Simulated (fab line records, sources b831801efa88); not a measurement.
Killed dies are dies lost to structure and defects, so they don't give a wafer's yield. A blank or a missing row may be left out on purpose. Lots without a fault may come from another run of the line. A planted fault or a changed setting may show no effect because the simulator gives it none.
fab line records | flow gf180mcu | part 1 of 2: steps 1 to 26 of 38
record lots=5 wafers=15 last_day=34
route steps=602 shown DUAL_GATE@147 POLY_GATE@157 HV_LDD@176
lots that met no fault: from a run of the same line without faults
start_h: hours from the record's first day to the start of the lot's first wafer shown | wait_h: hours since the lot's step before | " the same as in the row above | L1.1+2: a row that stands for several wafers | - no value, or no start given | * or withheld: withheld | < > ~ a bound
route shown NAME@n: a module of which the file shows steps, and the number in the route of the first | usual: mean/standard deviation of fault-free wafers | same: alike in all rows | chamber/n: place in a boat | sites: the reading at each site | _std_site: their standard deviation | _edge_site: outer sites' mean less inner sites' | radius_mm: how far each site lies from the wafer's centre | mask NAME#n: copy n | behind: the tool/chamber that last shaped the wafer | hold: why the lot was held/for how many hours/how that ended | device: the transistor (n, p or np) that didn't switch | end of line: the same wafers' tests at the end of the route | a step without rows: its recipe alone | killed: dies lost to structure and defects at the first sort, not the wafer's yield | map: a wafer's dies, x killed, . not, _ none there
set.NAME: the setting as run; set.NAME@STEP: as run at that earlier step | model.NAME: the simulator's own value behind a step, which no gauge read
lots at some steps of the route; a table a step, a row a wafer
services: from which hour (start_h, from the record's first day; less than 0 if before it) a tool's chamber was out of use, for how many hours, and why
## steps
# step GF_DUAL_GATE_COAT_06
# recipe resist=NOVOLAK spin_rpm=3000 resist_thk_nm=1000
# columns lot.wafer tool chamber start_h wait_h
L079.1+2+4 litho_track-03 0 201.00 0.1
L087.1+2+4 litho_track-02 0 261.21 0.1
L090.4+5+6 litho_track-01 0 288.63 0.1
L095.2+4+6 litho_track-03 0 310.12 0.1
L096.2+4+6 litho_track-02 0 325.08 0.1
# step GF_DUAL_GATE_SOFTBAKE_07
# recipe temp_c=90 time_s=60 resist=NOVOLAK
# usual plate_temp_C=90.01/0.12
# columns lot.wafer tool chamber start_h wait_h plate_temp_C
L079.1 litho_track-03 0 201.15 0.1 90.09
L079.2 " 0 " " 90.00
L079.4 " 0 " " 90.12
L087.1 litho_track-02 0 261.36 0.1 90.34
L087.2 " 0 " " 90.06
L087.4 " 0 " " 90.13
L090.4 litho_track-01 0 288.78 0.1 90.02
L090.5 " 0 " " 89.87
L090.6 " 0 " " 89.96
L095.2 litho_track-03 0 310.27 0.1 90.13
L095.4 " 0 " " 90.16
L095.6 " 0 " " 90.27
L096.2 litho_track-02 0 325.23 0.1 90.02
L096.4 " 0 " " 90.08
L096.6 " 0 " " 89.98
# step GF_DUAL_GATE_EXPOSE_08
# recipe mask_id=Dualgate target_cd_nm=700 na=0.6 source_shape=conventional sigma_outer=0.6 dose_mj=140
# usual stage_vel_mm_s=500.05/0.27
# columns lot.wafer tool chamber start_h wait_h mask stage_vel_mm_s
L079.1 iline_stepper-01 0 - - Dualgate#0 500.14
L079.2 " 0 " " Dualgate#0 500.11
L079.4 " 0 " " Dualgate#0 500.41
L087.1 iline_stepper-01 0 - - Dualgate#0 499.87
L087.2 " 0 " " Dualgate#0 499.85
L087.4 " 0 " " Dualgate#0 500.13
L090.4 iline_stepper-01 0 - - Dualgate#0 499.92
L090.5 " 0 " " Dualgate#0 500.10
L090.6 " 0 " " Dualgate#0 500.03
L095.2 iline_stepper-01 0 - - Dualgate#0 499.85
L095.4 " 0 " " Dualgate#0 499.70
L095.6 " 0 " " Dualgate#0 499.74
L096.2 iline_stepper-01 0 - - Dualgate#0 499.81
L096.4 " 0 " " Dualgate#0 499.60
L096.6 " 0 " " Dualgate#0 500.10
# step GF_DUAL_GATE_PEB_09
# recipe temp_c=withheld time_s=* resist=NOVOLAK
# columns lot.wafer tool chamber start_h wait_h
L079.1+2+4 litho_track-02 0 - -
L087.1+2+4 litho_track-02 0 - -
L090.4+5+6 litho_track-03 0 - -
L095.2+4+6 litho_track-03 0 - -
L096.2+4+6 litho_track-01 0 - -
# step GF_DUAL_GATE_DEVELOP_10
# recipe develop_time_s=60 dev_temp_c=23
# columns lot.wafer tool chamber start_h wait_h
L079.1+2+4 litho_track-02 0 209.81 0.1
L087.1+2+4 litho_track-02 0 270.66 0.1
L090.4+5+6 litho_track-03 0 298.47 0.1
L095.2+4+6 litho_track-03 0 320.62 0.1
L096.2+4+6 litho_track-01 0 336.23 0.1
# step GF_DUAL_GATE_OVL_MEAS_11
# usual DUAL_GATE_OVL=1.1/1.3
# columns lot.wafer tool chamber start_h wait_h DUAL_GATE_OVL[nm]
L079.1 overlay-01 - 209.96 0.1 1.7
L079.2 " - " " 2.1
L079.4 " - " " 2.6
L087.1 overlay-02 - 270.81 0.1 1.5
L087.2 " - " " 1.0
L087.4 " - " " 3.2
L090.4 overlay-02 - 298.56 0.1 1.6
L090.5 " - " " 0.8
L090.6 " - " " 3.0
L095.2 overlay-02 - 320.75 0.1 -0.9
L095.4 " - " " -0.9
L095.6 " - " " 0.2
L096.2 overlay-02 - 336.36 0.1 0.7
L096.4 " - " " -0.9
L096.6 " - " " 2.4
# step GF_DUAL_GATE_WET_ETCH_12
# recipe chemistry=dHF target_depth_nm=13 dry=n2_spin target=SiO2 temp_c=25 dilution=100:1 time_s=260
# columns lot.wafer tool chamber start_h wait_h
L079.1+2+4 wet_bench-04 2 209.99 0.0
L087.1+2+4 wet_bench-02 2 270.84 0.0
L090.4+5+6 wet_bench-04 3 298.58 0.0
L095.2+4+6 wet_bench-04 1 320.78 0.0
L096.2+4+6 wet_bench-04 2 336.39 0.0
# step GF_DUAL_GATE_STRIP_13
# recipe chemistry=O2/N2 power_w=1400 pressure_mtorr=1500 platen_temp_c=250 o2_flow_sccm=3000 n2_flow_sccm=300 overash_fraction=0.5
# usual drypump_motor_current_A=5.6/0.34 heater_power_w=340/27 n2_flow_sccm=300.1/0.92 oes_product_au=0.716/0.0044 strip_time_to_endpoint_s=12.62/0.038
# columns lot.wafer tool chamber start_h wait_h drypump_motor_current_A heater_power_w n2_flow_sccm oes_product_au rf_hours_counter_h strip_time_to_endpoint_s
L079.1 plasma_asher-03 0 210.09 0.0 5.6 358 299.1 0.717 9 12.70
L079.2 " 1 " " 5.6 362 300.1 0.714 9 12.72
L079.4 " 1 " " 5.6 361 300.4 0.725 - 12.76
L087.1 plasma_asher-04 1 270.94 0.0 5.5 328 298.8 0.715 45 12.63
L087.2 " 0 " " 6.1 374 299.5 0.717 45 12.61
L087.4 " 0 " " 6.1 373 299.8 0.708 - 12.57
L090.4 plasma_asher-01 1 298.70 0.0 5.4 311 300.5 0.720 - 12.58
L090.5 " 1 " " 5.4 315 300.5 0.724 - 12.60
L090.6 " 0 " " 5.0 304 298.6 0.712 - 12.59
L095.2 plasma_asher-01 1 320.86 0.0 5.4 310 299.5 0.715 64 12.62
L095.4 " 0 " " 5.0 299 299.0 0.711 - 12.63
L095.6 " 1 " " 5.5 309 299.8 0.713 - 12.55
L096.2 plasma_asher-01 0 336.47 0.0 4.9 297 300.4 0.714 66 12.63
L096.4 " 1 " " 5.4 300 300.4 0.713 - 12.65
L096.6 " 1 " " 5.4 299 300.8 0.720 - 12.64
# step GF_DUAL_GATE_CLEAN_14
# recipe chemistry=SC1/SC2 mix=1:4:20 temp_c=70 time_s=150 dry=n2_spin
# columns lot.wafer tool chamber start_h wait_h
L079.1+2+4 wet_bench-02 2 210.19 0.1
L087.1+2+4 wet_bench-02 3 271.04 0.1
L090.4+5+6 wet_bench-02 0 298.77 0.0
L095.2+4+6 wet_bench-04 3 320.96 0.1
L096.2+4+6 wet_bench-02 2 336.57 0.1
# step GF_DUAL_GATE_OXIDATION_15
# recipe temp_c=850 ambient=O2 stabilise_s=600 purge_s=300 target_thk_a=70.98 ox_time_s=1995
# usual spike_tc_top_C=863.4/1.3 spike_tc_upper_C=849.1/1.1
# same stabilise_s=600
# columns lot.wafer tool chamber start_h wait_h spike_tc_top_C spike_tc_upper_C
L079.1 furnace-01 0 210.93 0.7 864.3 848.8
L079.2 " 0 " " 863.5 847.8
L079.4 " 0 " " 863.1 847.4
L087.1 furnace-02 0 271.73 0.6 863.2 850.2
L087.2 " 0 " " 862.8 849.3
L087.4 " 0 " " 863.4 849.6
L090.4 furnace-01 0 299.84 1.0 863.8 847.9
L090.5 " 0 " " 863.7 848.0
L090.6 " 0 " " 863.0 848.0
L095.2 furnace-01 0 321.02 0.0 864.2 849.2
L095.4 " 0 " " 865.5 849.4
L095.6 " 0 " " 863.9 848.3
L096.2 furnace-01 0 336.98 0.3 863.7 848.0
L096.4 " 0 " " 864.9 848.4
L096.6 " 0 " " 863.4 849.5
# step GF_POLY_GATE_CVD_00
# recipe material=poly-Si target_thk_nm=200 temp_c=620 time_s=1200 pressure_mtorr=200
# usual spike_tc_top_C=636.6/2.9 spike_tc_upper_C=619.4/1.1
# columns lot.wafer tool chamber start_h wait_h spike_tc_top_C spike_tc_upper_C
L079.1 lpcvd-01 1 212.48 0.0 636.2 617.3
L079.2 " 1 " " 637.2 620.7
L079.4 " 1 " " 638.4 620.5
L087.1 lpcvd-01 0 273.58 0.3 632.5 618.1
L087.2 " 0 " " 634.3 621.0
L087.4 " 0 " " 631.9 619.1
L090.4 lpcvd-01 1 301.40 0.0 637.1 619.0
L090.5 " 1 " " 635.8 620.2
L090.6 " 1 " " 635.4 619.9
L095.2 lpcvd-01 1 322.71 0.1 636.7 620.5
L095.4 " 1 " " 636.9 620.8
L095.6 " 1 " " 636.5 620.1
L096.2 lpcvd-02 0 338.53 0.0 639.9 617.4
L096.4 " 0 " " 640.2 619.0
L096.6 " 0 " " 641.4 619.3
# step GF_POLY_GATE_THK_MEAS_01
# recipe reads=poly-Si_of_POLY_GATE_CVD_00
# usual POLY_GATE_CVD_00_THK=200.3/2
# columns lot.wafer tool chamber start_h wait_h POLY_GATE_CVD_00_THK[nm]
L079.1 film_metro-01 - 214.49 0.0 199.1
L079.2 " - " " 200.8
L079.4 " - " " 201.0
L087.1 film_metro-01 - 274.92 0.0 197.5
L087.2 " - " " 198.4
L087.4 " - " " 198.6
L090.4 film_metro-03 - 302.76 0.0 200.4
L090.5 " - " " 199.0
L090.6 " - " " 198.8
L095.2 film_metro-04 - 324.05 0.0 197.7
L095.4 " - " " 198.2
L095.6 " - " " 197.7
L096.2 film_metro-03 - 339.88 0.0 198.2
L096.4 " - " " 198.9
L096.6 " - " " 199.0
# step GF_POLY_GATE_DEHYDRATE_02
# recipe temp_c=200 time_s=60
# usual plate_temp_C=199.98/0.18
# columns lot.wafer tool chamber start_h wait_h plate_temp_C
L079.1 litho_track-04 0 222.30 7.8 200.05
L079.2 " 0 " " 200.06
L079.4 " 0 " " 200.35
L087.1 litho_track-01 0 284.16 9.2 200.22
L087.2 " 0 " " 200.22
L087.4 " 0 " " 200.15
L090.4 litho_track-01 0 312.58 9.8 200.07
L090.5 " 0 " " 200.13
L090.6 " 0 " " 200.12
L095.2 litho_track-04 0 334.22 10.2 200.07
L095.4 " 0 " " 200.07
L095.6 " 0 " " 200.10
L096.2 litho_track-04 0 350.02 10.1 200.24
L096.4 " 0 " " 200.15
L096.6 " 0 " " 200.19
# step GF_POLY_GATE_HMDS_03
# recipe prime_time_s=60 prime_temp_c=120
# columns lot.wafer tool chamber start_h wait_h
L079.1+2+4 litho_track-04 0 222.45 0.1
L087.1+2+4 litho_track-01 0 284.31 0.1
L090.4+5+6 litho_track-01 0 312.73 0.1
L095.2+4+6 litho_track-04 0 334.37 0.1
L096.2+4+6 litho_track-04 0 350.17 0.1
# step GF_POLY_GATE_COAT_04
# recipe resist=BARC temp_c=withheld time_s=withheld spin_rpm=withheld resist_thk_nm=withheld
# columns lot.wafer tool chamber start_h wait_h
L079.1+2+4 litho_track-04 0 222.60 0.1
L087.1+2+4 litho_track-01 0 284.46 0.1
L090.4+5+6 litho_track-01 0 312.88 0.1
L095.2+4+6 litho_track-04 0 334.52 0.1
L096.2+4+6 litho_track-04 0 350.32 0.1
# step GF_POLY_GATE_COAT_05
# recipe resist=KrF spin_rpm=withheld resist_thk_nm=700
# columns lot.wafer tool chamber start_h wait_h
L079.1+2+4 litho_track-04 0 - -
L087.1+2+4 litho_track-01 0 - -
L090.4+5+6 litho_track-01 0 - -
L095.2+4+6 litho_track-04 0 - -
L096.2+4+6 litho_track-04 0 - -
# step GF_POLY_GATE_SOFTBAKE_06
# recipe temp_c=130 time_s=60 resist=KrF
# usual plate_temp_C=130.02/0.13
# columns lot.wafer tool chamber start_h wait_h plate_temp_C
L079.1 litho_track-04 0 - - 129.95
L079.2 " 0 " " 129.93
L079.4 " 0 " " 130.14
L087.1 litho_track-01 0 - - 130.11
L087.2 " 0 " " 130.04
L087.4 " 0 " " 129.91
L090.4 litho_track-01 0 - - 129.98
L090.5 " 0 " " 130.17
L090.6 " 0 " " 130.02
L095.2 litho_track-04 0 - - 129.96
L095.4 " 0 " " 130.20
L095.6 " 0 " " 129.81
L096.2 litho_track-04 0 - - 130.18
L096.4 " 0 " " 130.05
L096.6 " 0 " " 130.03
# step GF_POLY_GATE_EXPOSE_07
# recipe mask_id=Poly2 target_cd_nm=280 na=0.68 source_shape=conventional sigma_outer=0.6 dose_mj=28
# usual stage_vel_mm_s=499.99/0.24
# columns lot.wafer tool chamber start_h wait_h mask stage_vel_mm_s
L079.1 krf_scanner-02 0 - - Poly2#0 499.72
L079.2 " 0 " " Poly2#0 499.93
L079.4 " 0 " " Poly2#0 500.02
L087.1 krf_scanner-01 0 - - Poly2#0 499.88
L087.2 " 0 " " Poly2#0 499.47
L087.4 " 0 " " Poly2#0 500.05
L090.4 krf_scanner-01 0 - - Poly2#0 500.33
L090.5 " 0 " " Poly2#0 500.07
L090.6 " 0 " " Poly2#0 500.32
L095.2 krf_scanner-02 0 - - Poly2#0 500.03
L095.4 " 0 " " Poly2#0 500.18
L095.6 " 0 " " Poly2#0 500.12
L096.2 krf_scanner-01 0 - - Poly2#0 500.00
L096.4 " 0 " " Poly2#0 499.78
L096.6 " 0 " " Poly2#0 500.40
# step GF_POLY_GATE_PEB_08
# recipe peb_temp_c=135 peb_time_s=90 resist=KrF
# usual plate_temp_C=135.00/0.13
# columns lot.wafer tool chamber start_h wait_h plate_temp_C
L079.1 litho_track-04 0 - - 134.93
L079.2 " 0 " " 135.14
L079.4 " 0 " " 134.93
L087.1 litho_track-01 0 - - 135.24
L087.2 " 0 " " 135.06
L087.4 " 0 " " 135.20
L090.4 litho_track-03 0 - - 135.00
L090.5 " 0 " " 134.98
L090.6 " 0 " " 135.09
L095.2 litho_track-04 0 - - 134.91
L095.4 " 0 " " 134.99
L095.6 " 0 " " 134.83
L096.2 litho_track-03 0 - - 134.81
L096.4 " 0 " " 134.69
L096.6 " 0 " " 134.76
# step GF_POLY_GATE_DEVELOP_09
# recipe develop_time_s=60 resist=KrF dev_temp_c=21
# columns lot.wafer tool chamber start_h wait_h
L079.1+2+4 litho_track-04 0 232.00 0.2
L087.1+2+4 litho_track-01 0 295.26 0.2
L090.4+5+6 litho_track-03 0 322.92 0.1
L095.2+4+6 litho_track-04 0 345.37 0.2
L096.2+4+6 litho_track-03 0 361.72 0.2
# step GF_POLY_GATE_CD_MEAS_10
# recipe target_cd_nm=280
# usual cd_nm=280.1/1.2
# columns lot.wafer tool chamber start_h wait_h cd_nm
L079.1 cd_sem-02 - 232.15 0.1 280.0
L079.2 " - " " 280.3
L079.4 " - " " 279.6
L087.1 cd_sem-02 - 295.41 0.1 280.1
L087.2 " - " " 280.0
L087.4 " - " " 280.5
L090.4 cd_sem-02 - 323.06 0.1 279.3
L090.5 " - " " 278.7
L090.6 " - " " 279.3
L095.2 cd_sem-01 - 345.52 0.1 279.5
L095.4 " - " " 280.8
L095.6 " - " " 281.7
L096.2 cd_sem-02 - 361.87 0.1 279.2
L096.4 " - " " 279.4
L096.6 " - " " 279.9
# step GF_POLY_GATE_OVL_MEAS_11
# usual POLY_GATE_OVL=-2/5.1
# columns lot.wafer tool chamber start_h wait_h POLY_GATE_OVL[nm]
L079.1 overlay-01 - 232.27 0.1 -1
L079.2 " - " " -1
L079.4 " - " " -3
L087.1 overlay-01 - 295.53 0.1 6
L087.2 " - " " 0
L087.4 " - " " 0
L090.4 overlay-02 - 323.13 0.1 6
L090.5 " - " " 3
L090.6 " - " " 5
L095.2 overlay-02 - 345.62 0.1 -4
L095.4 " - " " -11
L095.6 " - " " -5
L096.2 overlay-02 - 361.97 0.1 -1
L096.4 " - " " -4
L096.6 " - " " 1
# step GF_POLY_GATE_ETCH_12
# recipe chemistry=N2/H2 target_depth_a=withheld overetch_a=withheld time_s=withheld target=BARC ion_energy_ev=200 source_w=500 bias_w=100 pressure_mtorr=30 n2_flow_sccm=100 h2_flow_sccm=200
# usual bias_w=99.98/0.27 drypump_motor_current_A=5.9/0.42 n2_flow_sccm=100.0/0.31 oes_product_au=0.735/0.0047 rf_fwd_power_W=495.4/2.2 throttle_valve_pct=13.214/0.009
# columns lot.wafer tool chamber start_h wait_h bias_w drypump_motor_current_A n2_flow_sccm oes_product_au rf_fwd_power_W throttle_valve_pct
L079.1 rie_diel-04 3 232.31 0.0 100.00 6.4 99.5 0.732 493.0 13.225
L079.2 " 2 " " 99.87 6.0 100.0 0.729 499.2 13.215
L079.4 " 1 " " 99.82 6.5 100.2 0.733 494.4 13.223
L087.1 rie_diel-03 0 295.56 0.0 99.77 5.6 100.3 0.740 497.9 13.237
L087.2 " 3 " " 100.04 5.6 99.6 0.729 491.5 13.193
L087.4 " 1 " " 99.20 5.8 99.5 0.736 495.1 13.226
L090.4 rie_diel-03 0 323.15 0.0 99.85 5.6 100.6 0.739 498.6 13.204
L090.5 " 2 " " 99.92 6.4 100.4 0.738 495.9 13.225
L090.6 " 1 " " 100.25 5.8 100.0 0.744 495.8 13.220
L095.2 rie_diel-01 0 345.65 0.0 99.43 6.1 100.1 0.738 494.2 13.216
L095.4 " 2 " " 100.29 5.2 99.9 0.733 494.0 13.217
L095.6 " 2 " " 99.63 5.2 99.5 0.737 495.2 13.223
L096.2 rie_diel-03 3 362.00 0.0 100.10 5.6 100.0 0.745 493.1 13.217
L096.4 " 2 " " 99.92 6.4 99.7 0.731 496.2 13.223
L096.6 " 1 " " 99.64 5.8 100.1 0.726 495.0 13.218
# step GF_POLY_GATE_ETCH_13
# recipe target=poly-Si target_depth_nm=198.5 stop_on=SiO2 over_etch_frac=0.403 chemistry=HBr/Cl2 icp_w=400 bias_w=100 pressure_mtorr=10 HBr_flow_sccm=150 Cl2_flow_sccm=50 time_s=69.6
# usual bias_w=99.9/0.31 drypump_motor_current_A=5.8/0.42 oes_product_au=0.993/0.0093 rf_fwd_power_W=396.7/1.5 throttle_valve_pct=33.683/0.0094
# columns lot.wafer tool chamber start_h wait_h bias_w drypump_motor_current_A oes_product_au rf_fwd_power_W rf_hours_counter_h throttle_valve_pct
L079.1 rie_si-01 1 232.36 - 99.6 6.1 1.004 398.3 0 33.694
L079.2 " 3 " " 100.1 5.8 0.981 397.1 42 33.678
L079.4 " 2 " " 100.2 5.7 1.001 397.4 54 33.677
L087.1 rie_si-01 3 295.61 - 99.1 5.8 0.984 396.9 42 33.677
L087.2 " 2 " " 99.7 5.6 0.997 396.6 55 33.675
L087.4 " 0 " " 100.1 6.5 0.989 393.1 4 33.693
L090.4 rie_si-02 1 323.23 - 99.8 5.6 0.999 398.0 - 33.691
L090.5 " 0 " " 99.7 5.0 0.995 395.1 - 33.706
L090.6 " 2 " " 99.4 5.7 0.997 396.5 - 33.684
L095.2 rie_si-02 0 345.70 - 100.1 5.0 0.982 395.6 39 33.681
L095.4 " 1 " " 99.7 5.6 0.982 395.6 1 33.682
L095.6 " 2 " " 99.8 5.8 0.973 397.7 - 33.682
L096.2 rie_si-01 0 362.05 - 100.2 6.5 0.993 395.9 4 33.676
L096.4 " 3 " " 99.8 5.8 0.989 397.5 43 33.678
L096.6 " 3 " " 99.7 5.8 0.994 399.4 - 33.674
# step GF_POLY_GATE_STRIP_14
# recipe chemistry=O2/N2 power_w=1400 pressure_mtorr=1500 platen_temp_c=250 o2_flow_sccm=3000 n2_flow_sccm=300 overash_fraction=0.5
# usual drypump_motor_current_A=5.77/0.24 heater_power_w=359/34 n2_flow_sccm=300.2/0.86 oes_product_au=0.504/0.0048
# columns lot.wafer tool chamber start_h wait_h drypump_motor_current_A heater_power_w n2_flow_sccm oes_product_au rf_hours_counter_h
L079.1 plasma_asher-02 0 232.41 0.0 5.95 335 299.9 0.512 61
L079.2 " 1 " " 6.00 434 301.4 0.505 61
L079.4 " 0 " " 5.95 326 301.8 0.499 -
L087.1 plasma_asher-03 0 295.67 0.0 5.60 350 300.9 0.511 18
L087.2 " 1 " " 5.58 360 299.7 0.499 18
L087.4 " 1 " " 5.58 358 299.0 0.496 -
L090.4 plasma_asher-02 1 323.29 0.0 5.96 453 298.9 0.498 -
L090.5 " 0 " " 5.97 335 298.0 0.506 -
L090.6 " 1 " " 5.99 437 300.3 0.499 -
L095.2 plasma_asher-04 0 345.76 0.0 6.07 372 300.4 0.507 52
L095.4 " 0 " " 6.10 356 301.9 0.506 -
L095.6 " 1 " " 5.54 323 298.8 0.510 -
L096.2 plasma_asher-02 1 362.11 0.0 6.01 444 299.8 0.498 75
L096.4 " 0 " " 5.97 326 300.5 0.511 -
L096.6 " 1 " " 5.96 454 301.6 0.502 -
# step GF_POLY_GATE_CLEAN_15
# recipe chemistry=SC1/SC2 mix=1:4:20 temp_c=70 time_s=150 dry=n2_spin
# columns lot.wafer tool chamber start_h wait_h
L079.1+2+4 wet_bench-01 1 232.51 0.1
L087.1+2+4 wet_bench-02 2 295.77 0.1
L090.4+5+6 wet_bench-03 0 323.36 0.0
L095.2+4+6 wet_bench-02 2 345.86 0.1
L096.2+4+6 wet_bench-02 0 362.21 0.1
